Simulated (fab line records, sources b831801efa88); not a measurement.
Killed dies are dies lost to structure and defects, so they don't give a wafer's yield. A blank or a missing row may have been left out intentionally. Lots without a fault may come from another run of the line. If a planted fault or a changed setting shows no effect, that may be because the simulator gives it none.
What tool caused it? -- flow sky130 -- 15 lots, 45 wafers sampled, at 2 steps of a route of 708

== WHAT EACH GAUGE READ, for each wafer ==
SKY_SD_P_TW_MEAS_11. Usual: SD_P_TW typically reads 2811, with standard deviation 13.
lot,measured,on,SD_P_TW,flag
L589,day 25 19:20,film metro-01,2802 2831 2807,
L590,day 26 07:46,film metro-01,2778 2800 2780,
L591,day 26 18:34,film metro-03,2812 2811 2811,
L595,day 27 22:30,film metro-03,2797 2816 2810,
L597,day 28 14:06,film metro-03,2808 2827 2810,
L602,day 30 11:05,film metro-04,2805 2809 2799,
L603,day 30 21:59,film metro-03,2828 2826 2819,
L604,day 31 02:11,film metro-04,2800 2827 2808,
L606,day 31 20:14,film metro-04,2799 2829 2810,
L607,day 31 21:46,film metro-01,2808 2788 2814,
L609,day 32 13:22,film metro-03,2819 2822 2830,
L611,day 33 17:53,film metro-01,2801 2827 2820,

== WHICH TOOL RAN EACH LOT (tool, then ch and the chambers of the sampled wafers, then the start) ==
lot,SKY_POLY_GATE_DEVELOP_12
L589,"litho track-02 ch 0, day 16 15:00"
L590,"litho track-03 ch 0, day 17 04:00"
L591,"litho track-02 ch 0, day 17 06:00"
L595,"litho track-03 ch 0, day 18 22:00"
L597,"litho track-02 ch 0, day 19 14:00"
L599,"litho track-03, day 20 13:00"
L600,"litho track-01, day 20 23:00"
L601,"litho track-03, day 21 05:00"
L602,"litho track-02 ch 0, day 21 16:00"
L603,"litho track-03 ch 0, day 22 04:00"
L604,"litho track-02 ch 0, day 22 08:00"
L606,"litho track-01 ch 0, day 23 04:00"
L607,"litho track-01 ch 0, day 23 06:00"
L609,"litho track-01 ch 0, day 24 01:00"
L611,"litho track-01 ch 0, day 25 06:00"
- SKY_POLY_GATE_DEVELOP_12: develop time 60 s.

== AS READ BY THE TOOLS THEMSELVES (means over the sampled wafers that have a number; for cases with no such wafer, the mark the record gives instead) ==
SKY_POLY_GATE_DEVELOP_12. Usual: chill plate temp C reads 22.99 C (standard deviation 0.1).
lot,tool,chill plate temp C (C),flag
L589,litho track-02,22.90,
L590,litho track-03,22.94,
L591,litho track-02,22.92,
L595,litho track-03,23.02,
L597,litho track-02,22.92,
L599,litho track-03,-,OFF
L600,litho track-01,-,OFF
L601,litho track-03,-,OFF
L602,litho track-02,23.02,
L603,litho track-03,22.94,
L604,litho track-02,23.00,
L606,litho track-01,22.99,
L607,litho track-01,22.93,
L609,litho track-01,22.94,
L611,litho track-01,23.11,

== THE ANSWER, worked out from the rows above alone ==
Rule: a lot is off if the mean of its wafers that have a number lies more than 3 standard deviations from the usual mean. Also off: a lot with no number at a reading for which 4 or more lots have one. The other lots that the step has rows for count as sound. First the gauges in route order, then the tools' own readings, where a lot's mean is used as printed above. At the first step where some lot is off, the reading lying furthest off is the one used; lots without a number count as furthest.
Off, at SKY_POLY_GATE_DEVELOP_12 on chill plate temp C: L599, L600, L601. Without a number there: L599, L600, L601.
If a tool, at that step or one of the process steps before it, ran each lot that is off and ran no sound lot following the first of them, it fits. None of those tried fits.

== WHAT THE SIMULATOR PUT IN ==
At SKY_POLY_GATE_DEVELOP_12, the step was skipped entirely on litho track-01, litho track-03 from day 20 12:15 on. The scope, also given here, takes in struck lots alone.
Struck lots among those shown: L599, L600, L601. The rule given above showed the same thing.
